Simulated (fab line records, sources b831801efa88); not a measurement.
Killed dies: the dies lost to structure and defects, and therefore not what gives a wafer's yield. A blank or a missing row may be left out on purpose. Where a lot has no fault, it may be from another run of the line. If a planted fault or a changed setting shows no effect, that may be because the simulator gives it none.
Which tool was responsible?	flow sky130	36 wafers from 12 lots sampled at 3 of the route's 708 steps

## WHAT EACH GAUGE READ, for each wafer
SKY_VIA3_BOW_MEAS_03.
lot	measured	on	VIA3_BOW (um)
L959	day 38 22:46	film_metro-02	66 79 76
L960	day 38 22:49	film_metro-03	79 87 84
L962	day 39 08:55	film_metro-04	75 76 82
L963	day 40 02:16	film_metro-04	86 74 77
L964	day 40 03:46	film_metro-04	96 65 88
L966	day 40 15:41	film_metro-03	82 79 82
L967	day 41 01:17	film_metro-04	96 93 78
L968	day 41 02:23	film_metro-04	84 86 94
L974	day 43 03:26	film_metro-03	73 77 73
L977	day 43 23:02	film_metro-04	86 92 73
L979	day 44 01:58	film_metro-02	68 79 86
L982	day 45 01:47	film_metro-02	76 88 84

SKY_VIA3_CD_MEAS_12: the cd target is 200 nm.
lot	measured	on	cd_nm (nm)
L959	day 39 23:27	cd_sem-02	197.4 198.1 196.3
L960	day 39 23:47	cd_sem-02	199.7 199.0 199.0
L962	day 40 10:05	cd_sem-01	199.2 200.3 200.1
L963	day 41 02:13	cd_sem-02	198.2 199.4 199.1
L964	day 41 03:38	cd_sem-02	199.0 201.4 200.1
L966	day 41 15:28	cd_sem-02	200.6 200.4 201.1
L967	day 42 00:40	cd_sem-02	203.2 202.9 200.5
L968	day 42 03:04	cd_sem-01	201.1 201.1 201.5
L974	day 44 01:22	cd_sem-02	199.4 200.7 199.3
L977	day 44 20:52	cd_sem-01	199.1 199.1 199.8
L979	day 44 23:10	cd_sem-02	201.7 202.1 202.2
L982	day 45 23:33	cd_sem-02	197.1 198.3 198.3

## TOOL THAT RAN EACH LOT (tool first, then ch and the chambers of the sampled wafers, then the start)
lot	SKY_METAL3_STRIP_19
L959	plasma_asher-03 ch 0,1, day 38 21:34
L960	plasma_asher-02 ch 0,1, day 38 21:40
L962	plasma_asher-01 ch 0,1, day 39 07:45
L963	plasma_asher-01 ch 0,1, day 40 01:08
L964	plasma_asher-01 ch 0,1, day 40 02:36
L966	plasma_asher-01 ch 0,1, day 40 14:30
L967	plasma_asher-03 ch 0,1, day 40 23:38
L968	plasma_asher-01 ch 0,1, day 41 00:51
L974	plasma_asher-02 ch 0,1, day 43 01:53
L977	plasma_asher-02 ch 0,1, day 43 21:51
L979	plasma_asher-02 ch 0,1, day 44 00:50
L982	plasma_asher-03 ch 0,1, day 45 00:39
- SKY_METAL3_STRIP_19: strips in O2/N2.

## WHAT THE TOOLS THEMSELVES READ (means of the sampled wafers that have a number; where no wafer has one, the mark that the record gives instead)
SKY_METAL3_STRIP_19.
lot	tool	drypump_motor_current_A (A)	oes_product_au (a.u.)	strip_time_to_endpoint_s (s)
L959	plasma_asher-03	5.6	0.503	6.57
L960	plasma_asher-02	5.2	0.498	6.49
L962	plasma_asher-01	5.1	0.513	6.69
L963	plasma_asher-01	5.1	0.511	6.60
L964	plasma_asher-01	5.1	0.507	6.59
L966	plasma_asher-01	5.1	0.510	6.63
L967	plasma_asher-03	5.9	0.508	6.65
L968	plasma_asher-01	5.1	0.504	6.59
L974	plasma_asher-02	5.4	0.498	6.60
L977	plasma_asher-02	5.2	0.496	6.48
L979	plasma_asher-02	5.4	0.506	6.61
L982	plasma_asher-03	5.6	0.506	6.64

## THE ANSWER, worked out from the rows above alone
Rule: what is usual is taken from the lots themselves. The widest of any qualifying gaps counts: lots, ordered by their means at a reading, are off when they make up no more than a third of the lots, leave a main group of 4 or more, and stand apart from it by 3 or more times the standard deviation of that group's means. If all means in a main group match to the digits the tables above print for the reading, that group is not used. A lot without any number at a reading at which 4 lots or more have one is off too. The other lots that the step has rows for count as sound. The gauges are gone through in route order, then the tools' own readings, and for those a lot's mean is taken as printed above. At the first step where some lot is off, the reading lying furthest off is the one used; lots without a number count as furthest.
Across all readings shown, no lot is off: no conclusion can be drawn from this.

## WHAT WAS PUT IN BY THE SIMULATOR
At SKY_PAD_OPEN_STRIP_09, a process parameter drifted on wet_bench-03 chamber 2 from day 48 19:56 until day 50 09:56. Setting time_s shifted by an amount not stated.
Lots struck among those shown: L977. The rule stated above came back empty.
